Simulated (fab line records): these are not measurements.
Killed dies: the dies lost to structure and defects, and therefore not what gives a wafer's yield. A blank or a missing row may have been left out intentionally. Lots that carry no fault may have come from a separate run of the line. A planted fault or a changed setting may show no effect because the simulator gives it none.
Matching of chambers | flow gf180mcu | GF_CONTACT_CMP_27 on cmp-02 has 4 sister chambers
The step polishes, stops on SiO2, t overpolish 15 s, target thk 0 nm. 16 wafers are shown with their chamber, then 8 later ones without.

== EACH WAFER AND ITS CHAMBER ==
wafer  | chamber | motor current A (A) | time to endpoint s (s) | overpolish run s (s)
L680.1 | 3       | 10.7                | 78                     | 15.007
L680.3 | 1       | 10.2                | 79                     | 15.000
L680.4 | 2       | 9.3                 | 71                     | 15.011
L681.2 | 2       | 9.1                 | 70                     | 15.003
L681.3 | 3       | 10.6                | 74                     | 14.995
L681.4 | 0       | 10.2                | 77                     | 15.001
L682.4 | 3       | 10.5                | 75                     | 14.994
L682.5 | 1       | 10.5                | 74                     | 14.993
L682.6 | 0       | 9.4                 | 73                     | 15.009
L692.2 | 1       | 10.4                | 80                     | 14.986
L692.3 | 0       | 9.6                 | 78                     | 14.982
L692.6 | 1       | 10.4                | 79                     | 14.996
L693.2 | 0       | 9.7                 | 77                     | 15.000
L693.3 | 3       | 9.9                 | 76                     | 15.006
L693.4 | 1       | 10.5                | 80                     | 15.018
L699.4 | 1       | 10.1                | 75                     | 14.998

SIGNATURES (means of the wafers above)
reading            | chamber 0 | chamber 1 | chamber 2 | chamber 3 | scatter within a chamber
motor current A    | 9.725     | 10.350    | 9.200     | 10.425    | 0.272
time to endpoint s | 76.25     | 77.83     | 70.50     | 75.75     | 2.21
overpolish run s   | 14.99800  | 14.99850  | 15.00700  | 15.00050  | 0.00976
Rule: for each reading, subtract the chamber's mean from the wafer's reading, divide by that reading's scatter and square the result; add these up over the readings and take the root, which gives the wafer's distance from the chamber. If the next closest chamber is less than 2 further off than the closest, the wafer can't be placed; otherwise it belongs to the closest. How the scatter is found: for the shown wafers, subtract from each reading the mean of its chamber, square and add these, divide the total by (wafers less chambers), then take the root.

== WAFERS WITHOUT THEIR CHAMBER ==
wafer  | motor current A (A) | time to endpoint s (s) | overpolish run s (s)
L699.5 | 10.1                | 75                     | 14.998
L699.6 | 9.2                 | 75                     | 14.985
L701.4 | 10.3                | 75                     | 15.006
L701.5 | 8.9                 | 70                     | 14.998
L701.6 | 10.6                | 77                     | 14.985
L702.4 | 9.2                 | 68                     | 14.996
L702.5 | 9.3                 | 68                     | 15.004
L702.6 | 10.2                | 73                     | 14.997

== CHAMBER TAKEN BY EACH ==
wafer  | from the rows above          | in truth
L699.5 | can't be placed: 3 or 0 or 1 | 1
L699.6 | can't be placed: 0 or 2      | 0
L701.4 | can't be placed: 3 or 1 or 0 | 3
L701.5 | 2                            | 2
L701.6 | can't be placed: 1 or 3 or 0 | 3
L702.4 | 2                            | 2
L702.5 | 2                            | 2
L702.6 | can't be placed: 3 or 1 or 0 | 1
Correctly placed: 3 of 8. These rows do not allow placing 5 (true chamber among the candidates in 5). Placed wrongly: 0.
